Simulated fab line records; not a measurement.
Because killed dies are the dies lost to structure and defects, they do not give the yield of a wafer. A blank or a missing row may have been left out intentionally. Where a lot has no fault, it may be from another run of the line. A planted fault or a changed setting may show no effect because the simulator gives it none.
fab line records / flow sky130
record lots=4 wafers=12 last_day=48
route steps=708 shown LI_CONTACT@376 LOCAL_INTERCONNECT@387 CONTACT@406 PAD_OPEN@708
lots with no fault: from the same line, run without faults
start_h: hours from the record's first day to the start of the lot's first wafer shown / wait_h: time in hours since the lot's previous step / " same as the row above / L1.1+2: one row covering several wafers at once / - either no value or no given start / * or withheld: withheld / < > ~ a bound
route shown NAME@n: NAME is a module with steps in the file, n the number in the route of the first one / usual: average and standard deviation across the fault-free wafers / same: alike in all rows / chamber/n: place in a boat / sites: readings site by site / _std_site: their standard deviation / _edge_site: outer sites' mean less inner sites' / radius_mm: for every site, how far away it sits from the centre of the wafer / mask NAME#n: copy n / behind: the most recent tool/chamber to have shaped the wafer / hold: what put the lot on hold/how long, in hours/how the hold closed / device: names the non-switching transistor (n, p or np) / end of line: tests run on the same wafers once the route is complete / a step without rows: its recipe alone / killed: dies that structure and defects cost at the first sort, which is not the same as the wafer's yield / map: a wafer's dies, x killed, . not, _ none there
set.NAME: setting as actually run; set.NAME@STEP: the setting as run at that earlier step / model.NAME: the simulator's own value behind a step, which no gauge read
certain route steps with their lots: each step a table, each wafer a row
services: when a tool's chamber went out of use (start_h, in hours from the record's first day, below 0 if earlier), for how many hours, and the reason
## steps
# step SKY_LI_CONTACT_ETCH_14
# recipe chemistry=N2/H2 target=BARC ion_energy_ev=200 source_w=500 bias_w=100 pressure_mtorr=30 n2_flow_sccm=100 h2_flow_sccm=200 stop_on=SiO2 time_s=45.9 target_depth_a=600
# step SKY_LI_CONTACT_ETCH_15
# recipe target=PSG chemistry=C4F8/O2/Ar stop_on=Si taper_deg=4.15 mask_material=KrF-thick source_w=1500 bias_w=1200 pressure_mtorr=40 c4f8_flow_sccm=withheld O2_flow_sccm=6 Ar_flow_sccm=300 time_s=withheld target_depth_a=6000
# step SKY_LI_CONTACT_STRIP_16
# recipe chemistry=O2/N2 power_w=1400 pressure_mtorr=1500 platen_temp_c=withheld o2_flow_sccm=3000 n2_flow_sccm=300 overash_fraction=0.5
# step SKY_LI_CONTACT_CLEAN_17
# recipe chemistry=NMP time_s=600 temp_c=60 dry=n2_spin
# step SKY_LI_CONTACT_PRE_CLEAN_18
# recipe gas=Ar time_s=5.6 bias_v=358
# step SKY_LI_CONTACT_SPUTTER_19
# recipe material=Ti target_thk_nm=20 chamber_pressure_pa=5 power_w=2500 substrate_temp_c=200 time_s=106.37
# step SKY_LI_CONTACT_SPUTTER_20
# recipe material=TiN target_thk_nm=20 chamber_pressure_pa=5 power_w=4000 time_s=80
# step SKY_LI_CONTACT_CVD_21
# recipe material=W target_thk_nm=400 time_s=120.56 temp_c=400 pressure_torr=40
# step SKY_LI_CONTACT_CMP_24
# recipe stop_on=PSG t_overpolish_s=20 down_force_psi=3.5 platen_rpm=60 target_thk_nm=0 pad_velocity_m_s=0.94248
# step SKY_LOCAL_INTERCONNECT_SPUTTER_00
# recipe material=TiN target_thk_nm=100 temp_c=300 power_w=6500 time_s=83.3 chamber_pressure_pa=0.4
# usual substrate_temp_c=300.01/0.21 susceptor_temp_C=299.98/0.19 throttle_valve_pct=30.2/0.94
lot.wafer=L580.1 tool=pvd_sputter-03 chamber=- start_h=744.23 wait_h=0.2 substrate_temp_c=300.04 susceptor_temp_C=300.01 throttle_valve_pct=30.0
lot.wafer=L580.2 tool=pvd_sputter-03 chamber=- start_h=744.23 wait_h=0.2 substrate_temp_c=300.11 susceptor_temp_C=299.96 throttle_valve_pct=30.1
lot.wafer=L580.5 tool=pvd_sputter-03 chamber=- start_h=744.23 wait_h=0.2 substrate_temp_c=300.06 susceptor_temp_C=300.04 throttle_valve_pct=30.3
lot.wafer=L585.3 tool=pvd_sputter-03 chamber=- start_h=783.08 wait_h=0.1 substrate_temp_c=300.32 susceptor_temp_C=299.54 throttle_valve_pct=30.4
lot.wafer=L585.4 tool=pvd_sputter-03 chamber=- start_h=783.08 wait_h=0.1 substrate_temp_c=299.99 susceptor_temp_C=300.13 throttle_valve_pct=28.4
lot.wafer=L585.6 tool=pvd_sputter-03 chamber=- start_h=783.08 wait_h=0.1 substrate_temp_c=299.87 susceptor_temp_C=300.12 throttle_valve_pct=29.9
lot.wafer=L584.1 tool=pvd_sputter-03 chamber=- start_h=787.14 wait_h=0.2 substrate_temp_c=299.73 susceptor_temp_C=300.12 throttle_valve_pct=29.9
lot.wafer=L584.2 tool=pvd_sputter-03 chamber=- start_h=787.14 wait_h=0.2 substrate_temp_c=300.05 susceptor_temp_C=300.13 throttle_valve_pct=28.5
lot.wafer=L584.3 tool=pvd_sputter-03 chamber=- start_h=787.14 wait_h=0.2 substrate_temp_c=300.12 susceptor_temp_C=300.12 throttle_valve_pct=30.1
lot.wafer=L587.3 tool=pvd_sputter-01 chamber=- start_h=799.45 wait_h=0.1 substrate_temp_c=300.07 susceptor_temp_C=300.17 throttle_valve_pct=31.0
lot.wafer=L587.4 tool=pvd_sputter-01 chamber=- start_h=799.45 wait_h=0.1 substrate_temp_c=300.20 susceptor_temp_C=299.70 throttle_valve_pct=30.0
lot.wafer=L587.5 tool=pvd_sputter-01 chamber=- start_h=799.45 wait_h=0.1 substrate_temp_c=300.20 susceptor_temp_C=299.81 throttle_valve_pct=31.8
# step SKY_LOCAL_INTERCONNECT_DEHYDRATE_03
# recipe temp_c=200 time_s=60
# step SKY_LOCAL_INTERCONNECT_HMDS_04
# recipe prime_time_s=60 prime_temp_c=120
# step SKY_LOCAL_INTERCONNECT_COAT_05
# recipe resist=BARC temp_c=withheld time_s=withheld spin_rpm=3000 resist_thk_nm=60
# step SKY_LOCAL_INTERCONNECT_COAT_06
# recipe resist=KrF-thick spin_rpm=3000 resist_thk_nm=450
# step SKY_LOCAL_INTERCONNECT_SOFTBAKE_07
# recipe temp_c=100 time_s=90 resist=KrF-thick
# step SKY_LOCAL_INTERCONNECT_EXPOSE_08
# recipe mask_id=LI1M na=0.8 source_shape=annular sigma_inner=0.55 sigma_outer=0.85 target_cd_nm=170 dose_mj=28
# step SKY_LOCAL_INTERCONNECT_PEB_09
# recipe peb_temp_c=withheld peb_time_s=withheld resist=KrF-thick
# step SKY_LOCAL_INTERCONNECT_DEVELOP_10
# recipe develop_time_s=60 resist=KrF-thick dev_temp_c=21
# step SKY_LOCAL_INTERCONNECT_ETCH_13
# recipe chemistry=N2/H2 target=BARC ion_energy_ev=200 bias_w=100 pressure_mtorr=30 n2_flow_sccm=100 h2_flow_sccm=200 icp_w=500 stop_on=SiO2 time_s=45.9 target_depth_a=600
# step SKY_LOCAL_INTERCONNECT_METAL_ETCH_14
# recipe target_depth_nm=110 stop_on=PSG chemistry=Cl2/BCl3 target=TiN resist_sidewall_deg=88 pressure_mtorr=10 icp_w=900 bias_w=48.5 Cl2_flow_sccm=60 bcl3_flow_sccm=30 time_s=31.4
# step SKY_LOCAL_INTERCONNECT_STRIP_15
# recipe chemistry=O2/N2 power_w=1400 pressure_mtorr=1500 platen_temp_c=withheld o2_flow_sccm=3000 n2_flow_sccm=300 overash_fraction=0.5
# step SKY_LOCAL_INTERCONNECT_STRIP_16
# recipe chemistry=post_etch_residue_remover time_s=1200 temp_c=72.5
# step SKY_LOCAL_INTERCONNECT_CLEAN_17
# recipe chemistry=IPA time_s=180 temp_c=25
# step SKY_LOCAL_INTERCONNECT_CLEAN_18
# recipe chemistry=O3/DIW dry=n2_spin
# step SKY_CONTACT_CVD_00
# recipe material=Si3N4 target_thk_nm=75 temp_c=400 time_s=withheld rf_w=450
# step SKY_CONTACT_HDPCVD_02
# recipe material=SiO2 target_thk_nm=565 sigma_open_frac=0.3 time_s=94.2 temp_c=600 sih4_flow_sccm=60 pressure_mtorr=6
# step SKY_CONTACT_CMP_04
# recipe material=SiO2 down_force_psi=4 platen_rpm=60 pad_velocity_m_s=0.94248
# step SKY_CONTACT_DEHYDRATE_06
# recipe temp_c=200 time_s=60
# step SKY_CONTACT_HMDS_07
# recipe prime_time_s=60 prime_temp_c=120
# step SKY_CONTACT_COAT_08
# recipe resist=BARC temp_c=withheld time_s=withheld spin_rpm=3000 resist_thk_nm=60
# step SKY_CONTACT_COAT_09
# recipe resist=KrF-thick spin_rpm=3000 resist_thk_nm=450
# step SKY_CONTACT_SOFTBAKE_10
# recipe temp_c=100 time_s=90 resist=KrF-thick
# step SKY_PAD_OPEN_PROBE_99
# usual killed_at_M0_to_M3=44/7.3 killed_at_M4_up=3.0/1.9 killed_at_contacts=24/5 killed_at_front_end=16/4.5 killed_at_other=0.3/0.46 killed_dies=87/10 killed_open=47/8.3 killed_short=39/6.4
# same gross_dies=492 killed_at_back_side=0
lot.wafer=L580.1 tool=prober-01 chamber=- start_h=1122.75 wait_h=0.1 hold=- killed_at_M0_to_M3=40 killed_at_M4_up=2 killed_at_contacts=27 killed_at_front_end=14 killed_at_other=0 killed_dies=83 killed_open=43 killed_short=40
lot.wafer=L580.2 tool=prober-01 chamber=- start_h=1122.80 wait_h=0.1 hold=- killed_at_M0_to_M3=45 killed_at_M4_up=2 killed_at_contacts=21 killed_at_front_end=13 killed_at_other=1 killed_dies=82 killed_open=35 killed_short=47
lot.wafer=L580.5 tool=prober-01 chamber=- start_h=1122.95 wait_h=0.2 hold=- killed_at_M0_to_M3=49 killed_at_M4_up=4 killed_at_contacts=21 killed_at_front_end=15 killed_at_other=0 killed_dies=89 killed_open=38 killed_short=51
lot.wafer=L585.3 tool=prober-01 chamber=- start_h=1151.04 wait_h=0.2 hold=await_dispo/5.4h/release killed_at_M0_to_M3=47 killed_at_M4_up=2 killed_at_contacts=18 killed_at_front_end=9 killed_at_other=0 killed_dies=76 killed_open=40 killed_short=36
lot.wafer=L585.4 tool=prober-01 chamber=- start_h=1151.09 wait_h=0.2 hold=await_dispo/5.4h/release killed_at_M0_to_M3=44 killed_at_M4_up=1 killed_at_contacts=25 killed_at_front_end=24 killed_at_other=0 killed_dies=94 killed_open=52 killed_short=42
lot.wafer=L585.6 tool=prober-01 chamber=- start_h=1151.19 wait_h=0.2 hold=await_dispo/5.4h/release killed_at_M0_to_M3=33 killed_at_M4_up=2 killed_at_contacts=77 killed_at_front_end=13 killed_at_other=0 killed_dies=125 killed_open=44 killed_short=25
lot.wafer=L584.1 tool=prober-01 chamber=- start_h=1154.62 wait_h=0.1 hold=await_dispo/5.0h/release killed_at_M0_to_M3=43 killed_at_M4_up=2 killed_at_contacts=77 killed_at_front_end=14 killed_at_other=0 killed_dies=136 killed_open=53 killed_short=29
lot.wafer=L584.2 tool=prober-01 chamber=- start_h=1154.67 wait_h=0.1 hold=await_dispo/5.0h/release killed_at_M0_to_M3=38 killed_at_M4_up=4 killed_at_contacts=29 killed_at_front_end=15 killed_at_other=0 killed_dies=86 killed_open=54 killed_short=32
lot.wafer=L584.3 tool=prober-01 chamber=- start_h=1154.72 wait_h=0.2 hold=await_dispo/5.0h/release killed_at_M0_to_M3=30 killed_at_M4_up=3 killed_at_contacts=23 killed_at_front_end=11 killed_at_other=0 killed_dies=67 killed_open=34 killed_short=33
lot.wafer=L587.3 tool=prober-02 chamber=- start_h=1162.85 wait_h=0.2 hold=- killed_at_M0_to_M3=45 killed_at_M4_up=6 killed_at_contacts=23 killed_at_front_end=18 killed_at_other=0 killed_dies=92 killed_open=52 killed_short=40
lot.wafer=L587.4 tool=prober-02 chamber=- start_h=1162.90 wait_h=0.2 hold=- killed_at_M0_to_M3=41 killed_at_M4_up=5 killed_at_contacts=23 killed_at_front_end=12 killed_at_other=0 killed_dies=81 killed_open=43 killed_short=38
lot.wafer=L587.5 tool=prober-02 chamber=- start_h=1162.95 wait_h=0.2 hold=- killed_at_M0_to_M3=43 killed_at_M4_up=1 killed_at_contacts=16 killed_at_front_end=13 killed_at_other=1 killed_dies=74 killed_open=33 killed_short=41
# killed by level:class
L580.1 VIA3:geometric_particle:open=10 LI_CONTACT:geometric_particle:open=8 CONTACT:geometric_particle:open=8 VIA1:geometric_particle:short=7 VIA1:geometric_particle:open=7 POLY_GATE:geometric_particle:short=5 LOCAL_INTERCONNECT:geometric_particle:short=5 CONTACT:geometric_particle:short=5
L580.2 VIA1:geometric_particle:short=12 VIA1:geometric_particle:open=7 CONTACT:geometric_particle:open=7 METAL2:geometric_particle:short=7 FIELD_ISO:geometric_particle:short=5 LI_CONTACT:geometric_particle:open=5 CONTACT:geometric_particle:short=5 VIA2:geometric_particle:open=5
L580.5 VIA1:geometric_particle:open=9 METAL2:geometric_particle:short=8 CONTACT:geometric_particle:open=7 VIA2:geometric_particle:open=6 METAL1:geometric_particle:short=6 VIA1:geometric_particle:short=6 CONTACT:geometric_particle:short=5 METAL3:geometric_particle:short=5
L585.3 METAL1:geometric_particle:short=11 CONTACT:geometric_particle:open=10 VIA3:geometric_particle:open=7 VIA1:geometric_particle:open=7 VIA2:geometric_particle:open=6 VIA1:geometric_particle:short=5 POLY_GATE:geometric_particle:short=4 LI_CONTACT:geometric_particle:open=3
L585.4 VIA2:geometric_particle:open=11 LOCAL_INTERCONNECT:geometric_particle:short=10 FIELD_ISO:geometric_particle:short=7 POLY_GATE:geometric_particle:open=7 VIA1:geometric_particle:open=7 CONTACT:geometric_particle:open=7 VIA3:geometric_particle:open=7 METAL1:geometric_particle:short=4
L585.6 LOCAL_INTERCONNECT:unspecified=56 VIA1:geometric_particle:open=8 CONTACT:geometric_particle:open=7 VIA2:geometric_particle:open=7 FIELD_ISO:geometric_particle:open=5 CONTACT:geometric_particle:short=5 LI_CONTACT:geometric_particle:open=4 METAL1:geometric_particle:short=4
L584.1 LOCAL_INTERCONNECT:unspecified=54 CONTACT:geometric_particle:open=13 VIA3:geometric_particle:open=9 LI_CONTACT:geometric_particle:open=6 VIA3:geometric_particle:short=6 FIELD_ISO:geometric_particle:open=5 VIA2:geometric_particle:open=5 METAL1:geometric_particle:short=4
L584.2 CONTACT:geometric_particle:open=11 LI_CONTACT:geometric_particle:open=10 VIA1:geometric_particle:open=7 METAL2:geometric_particle:short=6 VIA1:geometric_particle:short=5 POLY_GATE:geometric_particle:open=4 METAL1:geometric_particle:short=4 VIA2:geometric_particle:open=4
L584.3 CONTACT:geometric_particle:open=7 METAL1:geometric_particle:short=7 CONTACT:geometric_particle:short=6 VIA1:geometric_particle:open=6 LI_CONTACT:geometric_particle:open=4 POLY_GATE:geometric_particle:open=3 POLY_GATE:geometric_particle:short=3 LI_CONTACT:geometric_particle:short=3
L587.3 VIA1:geometric_particle:open=12 CONTACT:geometric_particle:open=9 VIA3:geometric_particle:open=7 FIELD_ISO:geometric_particle:open=6 VIA2:geometric_particle:open=6 METAL2:geometric_particle:short=6 LI_CONTACT:geometric_particle:open=5 FIELD_ISO:geometric_particle:short=4
L587.4 METAL1:geometric_particle:short=10 CONTACT:geometric_particle:open=9 VIA3:geometric_particle:open=8 VIA1:geometric_particle:open=6 LI_CONTACT:geometric_particle:open=6 FIELD_ISO:geometric_particle:open=5 METAL4:geometric_particle:short=4 VIA2:geometric_particle:short=4
L587.5 VIA1:geometric_particle:open=10 METAL1:geometric_particle:short=8 LI_CONTACT:geometric_particle:open=7 FIELD_ISO:geometric_particle:short=4 FIELD_ISO:geometric_particle:open=4 LI_CONTACT:geometric_particle:short=4 VIA2:geometric_particle:open=4 VIA3:geometric_particle:short=4
# map L584.1 (x killed, . not)
__________......x.x._________
________.....x........_______
______......xx.........._____
_____x.x.xx.......x.xx...____
____.......x.......xx..xx.___
___.....x...xx..x.x........__
__...........xx...x.....x..._
_...x..x......xx.........x...
_........x....x.....x....x..x
_....x....x....x....x.x......
_.x...xx..x.x.x....x....x.x..
_..........xx...x.........x..
_............x...x...........
_.x.xx....xx.xx.x...xx...x...
_x..x..xxx.xxxxx.....x....x..
__....x..x.xxxxxx..........._
___...x...xxxxxxxxx........__
____..x..xxxxxxxxxx.......___
_____....xxxxxxxxx...x...____
______....xxxxxxxx......_____
________xxx..xxxx..x.._______
__________....x....x_________
# map L585.6 (x killed, . not)
__________.......x.._________
________...x........x._______
______..............x..x_____
_____.....x..............____
____............x..x..x...___
___.x......x....x.....x...x__
__..x............xx..xx....._
_........x...............x...
_...x..........x....x...x....
_............x...x.x..x...xx.
_..........x..........xx.....
_x......xx...x.x..x...xx....x
_......x...x...x.........x.x.
_........x.xx.x..xx....x.....
_..x.xx.xxxxxxxxxx..x........
__x....xx.xxxxxxxx.........._
___..x.x.xxxxxxxx..........__
____....xxxxxxxxx......x..___
_____....xxxxxxxx...x..x.____
______..xxxx.xxx..x....._____
________....x...x....x_______
__________...x.x..xx_________
## services
tool=pvd_sputter-01 chamber=3 start_h=730.78 hours=- kind=consumable_replace:kit
tool=pvd_sputter-01 chamber=3 start_h=730.78 hours=18.0 kind=scheduled_down
tool=pvd_sputter-01 chamber=3 start_h=730.78 hours=18.0 kind=vent_cycle
tool=pvd_sputter-03 chamber=1 start_h=745.35 hours=- kind=consumable_replace:kit
tool=pvd_sputter-03 chamber=1 start_h=745.35 hours=18.0 kind=scheduled_down
tool=pvd_sputter-03 chamber=1 start_h=745.35 hours=18.0 kind=vent_cycle
tool=pvd_sputter-03 chamber=- start_h=797.96 hours=2.7 kind=repair
## key
first_sign step=SKY_PAD_OPEN_PROBE_99 reading=killed_at_contacts direction=up sigmas=11 usual=24 struck=77
effect step=SKY_PAD_OPEN_PROBE_99 reading=killed_dies direction=up sigmas=4.3 usual=87 struck=130
met_at SKY_LOCAL_INTERCONNECT_SPUTTER_00
struck_wafers L584.1,L585.6
tester_left_out L584,L585
onset_between 744.23 783.08
fault kind=chamber_particle_source tool=pvd_sputter-03 chamber=- onset_h=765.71 steps=SKY_LOCAL_INTERCONNECT_SPUTTER_00 rate_per_visit_cm2=0.81609 end_h=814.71 scope=struck_wafers_only
# tester_left_out: of these lots the tester's yield and bins aren't shown, on N5 and GAA mostly nor the transistor test; their killed dies are dies lost to structure and defects alone, not to doping, threshold or leakage, so they don't give the yield
